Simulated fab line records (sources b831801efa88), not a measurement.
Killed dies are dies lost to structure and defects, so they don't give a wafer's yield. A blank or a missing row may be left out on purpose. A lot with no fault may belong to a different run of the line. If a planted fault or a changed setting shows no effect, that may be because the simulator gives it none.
A single fault, viewed from 2 desks	flow gf180mcu	only its own numbers are on each desk; what lay behind them is given at the end

DESK OF THE TOOL OWNER: pvd-sputter-01
At GF_V1_SPUTTER_22 (material TiN, target thk 10 nm, time 40 s) the tool's own readings: per lot run on this tool, the mean of the sampled wafers that have a number. A lot is out of limits, marked OUT, if its mean lies more than 4 standard deviations from the usual mean; the brackets give that distance.
Columns: A = chamber-pressure-pa at GF_V1_SPUTTER_22, usual 5.001 Pa; B = throttle-valve-pct at GF_V1_SPUTTER_22, usual 30.0 %
lot	first seen here	A	B
L766	day 21 13:16	5.013	30.3
L767	day 21 20:28	3.586 (-99 or more) OUT	34.9 (+4.1) OUT
L768	day 22 08:28	3.599 (-99 or more) OUT	35.0 (+4.1) OUT
L779	day 25 19:13	4.997	30.5
L780	day 26 10:50	5.007	30.0
Finding of this desk: L767, L768 out of limits; the first was L767 at day 21 20:28, on chamber-pressure-pa at GF_V1_SPUTTER_22. L766, L779, L780: within limits.

AT THE METROLOGY DESK
Means of the sampled wafers that have a number, per lot and without regard to the tool the lot ran on: this is what the gauges read. A lot is out of limits, marked OUT, if its mean lies more than 4 standard deviations from the usual mean; the brackets give that distance.
Columns: A = V1_CVD_00_THK at GF_V1_THK_MEAS_01, usual 602 nm; B = cd-nm at GF_V1_CD_MEAS_14, usual 260.3 nm
lot	first seen here	A	B
L757	day 17 08:20	597	260.9
L759	day 17 18:58	596	258.5
L760	day 18 06:58	614	258.8
L766	day 20 11:43	601	261.1
L767	day 20 19:19	595	261.1
L768	day 21 07:32	600	260.3
L772	day 22 15:14	598	259.4
L775	day 23 16:55	609	261.7
L776	day 23 22:22	602	259.8
L777	day 24 03:37	605	260.0
L778	day 24 11:55	603	261.0
L779	day 24 20:28	602	261.3
L780	day 25 12:55	598	259.7
Result from this desk: across the 13 lots, nothing is out of limits.

TAKEN TOGETHER
At day 21 20:28, on L767, L768, the tool owner's desk was in a position to raise an alarm.
At the metrology desk, nothing out of limits was observed.
The metrology desk has L767, L768 on record, within its limits.
The lots listed all ran GF_V1_SPUTTER_22 on pvd-sputter-01.

WHAT THE SIMULATOR HAD INSERTED
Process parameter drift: pvd-sputter-01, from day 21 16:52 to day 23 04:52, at GF_V1_SPUTTER_22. From 5, the setting chamber-pressure-pa moved by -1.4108. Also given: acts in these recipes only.
Shown lots that were struck: L767, L768.
Hours from the fault's start to each desk's first reading out of limits: the tool owner's desk, 4.
